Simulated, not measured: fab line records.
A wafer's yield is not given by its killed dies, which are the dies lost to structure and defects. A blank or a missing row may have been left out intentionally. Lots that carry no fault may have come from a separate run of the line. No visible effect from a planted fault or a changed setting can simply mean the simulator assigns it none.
Code-filled problem report in 8D (eight disciplines) form | flow sky130 | the parts of the form that need people (team, actions taken, sign-off) are left out

## 1. WHAT WENT WRONG
At SKY_PAD_OPEN_PROBE_99, killed at front end averages 74 over 7 wafers from 3 lots, while fault-free wafers read 16, standard deviation 4.6. Measured from the usual mean, that is +13 standard deviations.
The first sign was on wafer L740.1 at day 46 07:05, on prober-01. Wafers with a number at this step in the record: 9, from 3 lots. Rule for "out", or "out of limits": more than 4 standard deviations from the usual mean. All remaining wafers that have a number are taken as sound.

## 2. WHAT IT IS; WHAT IT IS NOT
question                    | is                                                     | is not
which readings at this step | killed at front end, killed dies                       | killed_at_M0_to_M3, killed at contacts, killed at other
which lots                  | L740, L741, L742                                       | -
which wafers of those lots  | L740.1, L740.3, L740.5, L741.4, L741.5, L742.4, L742.6 | L741.1, L742.3
read on which tools         | prober-01, prober-02                                   | -
when                        | from day 46 07:05                                      | up to then (0 sound wafers); but 2 sound wafers of L741, L742 came after

## 3. SUSPECTS, AND WHAT RULES EACH OUT
Counting: a tool at a process step up to the reading stays a suspect if it ran every lot that is out. Sound lots after the first of them don't rule it out here, since some wafers of a struck lot are sound.
- plasma asher-01 at SKY_VT_ADJUST_HVTR_STRIP_10 (strips in O2/N2): kept. It ran every lot that is out, first L740 (day 10 02:59).
- Within plasma asher-01 at SKY_VT_ADJUST_HVTR_STRIP_10: the wafers that are out ran in chamber 1; their sound lot-mates ran in chamber 0.
The count leaves plasma asher-01 at SKY_VT_ADJUST_HVTR_STRIP_10.

## 4. THE CAUSE (what the simulator had put in)
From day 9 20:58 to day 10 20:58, plasma asher-01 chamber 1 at SKY_VT_ADJUST_HVTR_STRIP_10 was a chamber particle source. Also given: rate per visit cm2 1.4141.
Only this tool survived the counting.

## 5. THE CHAIN OF EFFECTS, in route order
Rows list readings where the struck wafers' mean (over those with a number) sits beyond 3 standard deviations from the usual. Readings are gone through only where the record gives a usual standard deviation; hours: the median, over the lots, of the time from a lot's start at the first step in this table giving one to that lot's start at this step; sigmas: the change measured in usual standard deviations.
hours | step                  | reading             | usual | on struck wafers | change | sigmas
0     | SKY_PAD_OPEN_PROBE_99 | killed at front end | 16    | 74               | +58    | +13
0     | SKY_PAD_OPEN_PROBE_99 | killed dies         | 88    | 140              | +52    | +5.6
It contains these process steps:
- SKY_PAD_OPEN_PROBE_99

## 6. HOW IT WOULD HAVE BEEN CAUGHT EARLIER
In this record no reading fell out of limits until day 46 07:05, 874 hours after the fault had begun at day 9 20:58.
Of the tool readings at SKY_VT_ADJUST_HVTR_STRIP_10 for which the record gives a usual standard deviation, none was out on any struck wafer, so an alarm limit of 4 standard deviations on them would not have fired.
Each of the lots that are out, 3 in all, had begun SKY_VT_ADJUST_HVTR_STRIP_10 on plasma asher-01 no later than day 46 07:05. Holding the tool at that point would not have protected any of them.
